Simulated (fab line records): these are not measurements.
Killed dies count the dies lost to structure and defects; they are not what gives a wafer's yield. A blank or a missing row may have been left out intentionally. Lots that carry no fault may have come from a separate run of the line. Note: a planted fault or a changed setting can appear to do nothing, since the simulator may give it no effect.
Which tool did it?	flow sky130	24 lots with 72 wafers sampled at 5 steps, on a route of 708 steps

WHAT EACH GAUGE READ, for each wafer
SKY_CAP2M_OVL_MEAS_12. Usual: for CAP2M_OVL the level is -0.1 nm and the standard deviation is 1.2.
lot	measured	on	CAP2M_OVL (nm)	flag
L075	day 40 13:09	overlay-02	1.9 1.4 0.7	
L074	day 40 16:07	overlay-01	-1.3 2.4 0.3	
L076	day 41 00:58	overlay-01	-1.0 -1.9 -1.2	
L077	day 41 06:03	overlay-02	0.0 0.8 0.9	
L078	day 41 23:41	overlay-01	0.3 -0.9 -0.6	
L079	day 42 02:13	overlay-01	-1.2 -0.5 0.7	
L080	day 42 05:52	overlay-02	0.9 -1.2 1.0	
L081	day 42 16:42	overlay-02	-0.2 0.1 0.7	
L082	day 42 20:39	overlay-01	1.2 -0.2 -1.3	
L083	day 43 06:13	overlay-01	-0.3 0.3 0.4	
L084	day 43 15:07	overlay-01	-1.2 0.3 -0.7	
L085	day 44 00:09	overlay-01	-0.7 -0.1 1.0	
L086	day 44 01:44	overlay-02	-0.3 -0.5 -1.3	
L087	day 44 07:22	overlay-01	-1.4 -0.4 -0.7	
L088	day 44 14:46	overlay-02	0.1 0.5 -0.2	
L089	day 44 16:16	overlay-01	0.0 -1.0 0.0	
L090	day 45 01:24	overlay-01	0.2 1.9 1.2	
L091	day 45 05:46	overlay-02	0.1 -0.7 -0.7	
L092	day 45 08:23	overlay-02	-1.4 -1.7 -2.6	
L093	day 45 11:56	overlay-02	-2.0 -1.5 -0.9	
L094	day 46 06:16	overlay-01	1.8 0.6 0.4	
L095	day 46 18:43	overlay-01	2.6 0.7 0.5	
L097	day 46 23:19	overlay-01	-0.1 -0.1 1.6	
L096	day 47 05:40	overlay-02	-1.7 -2.8 -1.6	

WHAT TOOL EACH LOT RAN ON (gives the tool, then ch and the chambers of the sampled wafers, and finally the start)
lot	SKY_NWELL_RTA_28	SKY_LI_CONTACT_ETCH_15	SKY_VIA1_ETCH_14	SKY_VIA1_SPUTTER_20
L075	rtp anneal-02 ch 0, day 5 10:34	rie diel-03 ch 0,1,3, day 29 02:11	rie diel-04 ch 0,2,3, day 33 17:47	pvd sputter-03, day 33 18:28
L074	rtp anneal-01 ch 0, day 5 10:54	rie diel-03 ch 0,1,2, day 29 03:30	rie diel-01 ch 0,2,3, day 33 21:36	pvd sputter-03, day 33 22:17
L076	rtp anneal-01 ch 0, day 6 02:08	rie diel-03 ch 0,1,3, day 29 15:21	rie diel-03 ch 1,2,3, day 34 07:56	pvd sputter-01, day 34 08:39
L077	rtp anneal-02 ch 0, day 6 02:54	rie diel-02 ch 2,3, day 29 20:30	rie diel-03 ch 0,1,2, day 34 14:19	pvd sputter-04, day 34 14:59
L078	rtp anneal-02 ch 0, day 6 13:39	rie diel-01 ch 1,2,3, day 30 11:25	rie diel-04 ch 0,1,3, day 35 06:34	pvd sputter-01, day 35 07:16
L079	rtp anneal-01 ch 0, day 6 16:02	rie diel-03 ch 0,1,3, day 30 19:11	rie diel-04 ch 2,3, day 35 10:58	pvd sputter-04, day 35 11:38
L080	rtp anneal-01 ch 0, day 6 20:10	rie diel-03 ch 2,3, day 30 23:23	rie diel-03 ch 0,1, day 35 16:06	pvd sputter-01, day 35 16:47
L081	rtp anneal-02 ch 0, day 6 23:07	rie diel-03 ch 0,1,3, day 31 10:37	rie diel-04 ch 0,1,3, day 36 01:56	pvd sputter-04, day 36 02:37
L082	rtp anneal-01 ch 0, day 7 03:37	rie diel-03 ch 1,2, day 31 14:01	rie diel-04 ch 1,3, day 36 06:07	pvd sputter-04, day 36 06:50
L083	rtp anneal-01 ch 0, day 7 12:57	rie diel-03 ch 0,1,3, day 32 00:44	rie diel-03 ch 0,2,3, day 36 16:26	pvd sputter-04, day 36 17:07
L084	rtp anneal-02 ch 0, day 7 21:18	rie diel-03 ch 1,2, day 32 13:11	rie diel-03 ch 0,1,3, day 37 03:13	pvd sputter-01, day 37 03:53
L085	rtp anneal-01 ch 0, day 8 02:51	rie diel-02 ch 0,2,3, day 32 19:58	rie diel-03 ch 0,2,3, day 37 11:38	pvd sputter-01, day 37 12:21
L086	rtp anneal-02 ch 0, day 8 08:31	rie diel-03 ch 1,2,3, day 32 22:37	rie diel-03 ch 0,3, day 37 15:08	pvd sputter-03, day 37 15:49
L087	rtp anneal-01 ch 0, day 8 15:43	rie diel-01 ch 0,3, day 33 10:03	rie diel-01 ch 1,3, day 37 23:05	pvd sputter-01, day 37 23:46
L088	rtp anneal-02 ch 0, day 8 18:20	rie diel-03 ch 1,2, day 33 16:51	rie diel-04 ch 2,3, day 38 07:12	pvd sputter-03, day 38 07:53
L089	rtp anneal-02 ch 0, day 9 00:00	rie diel-02 ch 0,1,2, day 33 17:48	rie diel-01 ch 2,3, day 38 07:29	pvd sputter-01, day 38 08:12
L090	rtp anneal-02 ch 0, day 9 07:27	rie diel-02 ch 2,3, day 34 05:13	rie diel-01 ch 1,3, day 38 19:03	pvd sputter-04, day 38 19:47
L091	rtp anneal-01 ch 0, day 9 12:33	rie diel-01 ch 0,3, day 34 11:37	rie diel-03 ch 0,1,2, day 39 01:01	pvd sputter-01, day 39 01:41
L092	rtp anneal-02 ch 0, day 9 17:29	rie diel-01 ch 0,2, day 34 15:20	rie diel-04 ch 0,2, day 39 02:50	pvd sputter-04, day 39 03:31
L093	rtp anneal-01 ch 0, day 9 21:35	rie diel-01 ch 0,3, day 34 19:19	rie diel-03 ch 0,1, day 39 07:55	pvd sputter-03, day 39 08:35
L094	rtp anneal-02 ch 0, day 10 12:49	rie diel-02 ch 0,2, day 35 18:47	rie diel-01 ch 0,2,3, day 40 05:44	pvd sputter-01, day 40 06:25
L095	rtp anneal-01 ch 0, day 11 01:07	rie diel-02 ch 1,2,3, day 36 05:57	rie diel-04 ch 0,2,3, day 40 17:38	pvd sputter-01, day 40 18:19
L097	rtp anneal-02 ch 0, day 11 12:52	rie diel-03 ch 0,1,3, day 36 13:48	rie diel-01 ch 0,1,3, day 40 23:54	pvd sputter-04, day 41 00:35
L096	rtp anneal-01 ch 0, day 11 13:16	rie diel-01 ch 0,3, day 36 22:59	rie diel-04 ch 0,1,2, day 41 09:41	pvd sputter-01, day 41 10:23
- SKY_NWELL_RTA_28: time 30 s.
- SKY_LI_CONTACT_ETCH_15: etches PSG in C4F8/O2/Ar, stops on Si, target depth 600 nm.
- SKY_VIA1_ETCH_14: etches BARC in N2/H2, stops on SiO2, time 45.9 s, target depth 60 nm.
- SKY_VIA1_SPUTTER_20: material TiN, target thk 20 nm, time 80 s.

WHAT THE TOOLS THEMSELVES READ (means of the sampled wafers that have a number; where no wafer has one, the mark that the record gives instead)
SKY_NWELL_RTA_28. Usual: lamp power pct 25.31 %, standard deviation 0.057; wafer_temp_C_max 1054.9, standard deviation 1.
lot	tool	lamp power pct (%)	wafer_temp_C_max	flag
L075	rtp anneal-02	25.32	1055.0	
L074	rtp anneal-01	25.30	1054.2	
L076	rtp anneal-01	25.28	1054.7	
L077	rtp anneal-02	25.31	1054.2	
L078	rtp anneal-02	25.35	1055.9	
L079	rtp anneal-01	25.30	1054.4	
L080	rtp anneal-01	25.37	1054.5	
L081	rtp anneal-02	25.26	1055.5	
L082	rtp anneal-01	25.39	1055.2	
L083	rtp anneal-01	25.28	1054.4	
L084	rtp anneal-02	25.30	1054.5	
L085	rtp anneal-01	25.29	1055.8	
L086	rtp anneal-02	25.29	1054.2	
L087	rtp anneal-01	25.32	1055.2	
L088	rtp anneal-02	25.27	1054.8	
L089	rtp anneal-02	25.31	1054.3	
L090	rtp anneal-02	25.24	1055.0	
L091	rtp anneal-01	25.30	1055.4	
L092	rtp anneal-02	25.35	1054.6	
L093	rtp anneal-01	25.33	1055.0	
L094	rtp anneal-02	25.29	1054.3	
L095	rtp anneal-01	25.30	1054.7	
L097	rtp anneal-02	25.30	1054.9	
L096	rtp anneal-01	25.35	1055.3	

SKY_LI_CONTACT_ETCH_15. Usual: chamber pressure mTorr 40.00 mTorr, standard deviation 0.036; oes product au 0.837 a.u., standard deviation 0.0048.
lot	tool	chamber pressure mTorr (mTorr)	oes product au (a.u.)	flag
L075	rie diel-03	39.97	0.833	
L074	rie diel-03	39.98	0.841	
L076	rie diel-03	40.01	0.836	
L077	rie diel-02	40.05	0.837	
L078	rie diel-01	40.00	0.832	
L079	rie diel-03	40.00	0.837	
L080	rie diel-03	39.96	0.840	
L081	rie diel-03	40.01	0.842	
L082	rie diel-03	39.99	0.832	
L083	rie diel-03	40.00	0.834	
L084	rie diel-03	40.00	0.840	
L085	rie diel-02	40.00	0.837	
L086	rie diel-03	39.98	0.844	
L087	rie diel-01	40.02	0.834	
L088	rie diel-03	40.06	0.837	
L089	rie diel-02	40.02	0.838	
L090	rie diel-02	40.02	0.839	
L091	rie diel-01	39.94	0.837	
L092	rie diel-01	39.97	0.835	
L093	rie diel-01	40.00	0.837	
L094	rie diel-02	40.01	0.836	
L095	rie diel-02	39.99	0.839	
L097	rie diel-03	39.98	0.835	
L096	rie diel-01	40.00	0.841	

SKY_VIA1_ETCH_14. Usual: chamber pressure mTorr 30.000 mTorr, standard deviation 0.028; drypump motor current A 5.66 A, standard deviation 0.3; n2 flow sccm 99.99 sccm, standard deviation 0.28; oes product au 0.854 a.u., standard deviation 0.0048; throttle valve pct 13.226 %, standard deviation 0.0092.
lot	tool	chamber pressure mTorr (mTorr)	drypump motor current A (A)	n2 flow sccm (sccm)	oes product au (a.u.)	throttle valve pct (%)	flag
L075	rie diel-04	29.971	5.63	99.85	0.855	13.234	
L074	rie diel-01	29.978	5.81	99.90	0.853	13.213	
L076	rie diel-03	29.994	5.76	99.70	0.854	13.225	
L077	rie diel-03	29.981	5.69	100.01	0.850	13.216	
L078	rie diel-04	30.035	5.58	100.12	0.852	13.216	
L079	rie diel-04	30.028	5.41	99.94	0.853	13.232	
L080	rie diel-03	29.989	5.79	99.63	0.855	13.234	
L081	rie diel-04	29.992	5.58	99.96	0.852	13.219	
L082	rie diel-04	29.993	5.39	100.08	0.852	13.230	
L083	rie diel-03	29.997	5.52	99.81	0.854	13.237	
L084	rie diel-03	29.998	5.64	99.89	0.848	13.222	
L085	rie diel-03	30.003	5.52	100.32	0.853	13.216	
L086	rie diel-03	30.025	5.47	100.10	0.857	13.222	
L087	rie diel-01	30.000	6.04	100.05	0.852	13.231	
L088	rie diel-04	30.031	5.41	99.89	0.854	13.232	
L089	rie diel-01	29.978	5.62	99.82	0.855	13.229	
L090	rie diel-01	30.018	6.03	100.10	0.853	13.233	
L091	rie diel-03	30.007	5.69	99.80	0.853	13.225	
L092	rie diel-04	29.976	5.80	100.17	0.853	13.233	
L093	rie diel-03	29.988	5.79	100.16	0.857	13.222	
L094	rie diel-01	29.977	5.80	100.20	0.854	13.225	
L095	rie diel-04	29.997	5.61	100.10	0.860	13.227	
L097	rie diel-01	30.005	5.88	100.00	0.855	13.232	
L096	rie diel-04	29.995	5.73	100.19	0.853	13.218	

SKY_VIA1_SPUTTER_20. Usual: cathode dc power W 4000.0 W, standard deviation 0.66; throttle valve pct 29.9 %, standard deviation 0.51.
lot	tool	cathode dc power W (W)	throttle valve pct (%)	flag
L075	pvd sputter-03	4000.3	30.2	
L074	pvd sputter-03	3999.5	30.1	
L076	pvd sputter-01	4000.5	30.0	
L077	pvd sputter-04	3999.8	30.0	
L078	pvd sputter-01	3999.2	29.4	
L079	pvd sputter-04	4000.0	30.0	
L080	pvd sputter-01	4000.5	29.3	
L081	pvd sputter-04	3999.8	29.8	
L082	pvd sputter-04	3999.8	30.2	
L083	pvd sputter-04	4000.7	29.9	
L084	pvd sputter-01	4000.4	29.6	
L085	pvd sputter-01	3999.6	29.8	
L086	pvd sputter-03	3999.3	30.3	
L087	pvd sputter-01	4000.3	29.8	
L088	pvd sputter-03	4000.1	30.4	
L089	pvd sputter-01	3999.7	30.0	
L090	pvd sputter-04	3999.9	30.2	
L091	pvd sputter-01	4000.9	29.9	
L092	pvd sputter-04	3999.7	30.1	
L093	pvd sputter-03	3999.9	30.6	
L094	pvd sputter-01	4000.1	30.0	
L095	pvd sputter-01	3999.8	29.4	
L097	pvd sputter-04	3999.3	29.7	
L096	pvd sputter-01	3999.9	29.2	

THE ANSWER, worked out from the rows above alone
Rule: take the mean of a lot's wafers that have a number; if it is more than 3 standard deviations from the usual mean, the lot is off. A lot without any number at a reading at which 4 lots or more have one is off too. All remaining lots with rows at the step are treated as sound. The gauges are gone through in route order, then the tools' own readings, and for those a lot's mean is taken as printed above. At the first step where some lot is off, the reading lying furthest off is the one used; lots without a number count as furthest.
Across all readings shown, no lot is off: no conclusion can be drawn from this.

WHAT WAS PUT IN BY THE SIMULATOR
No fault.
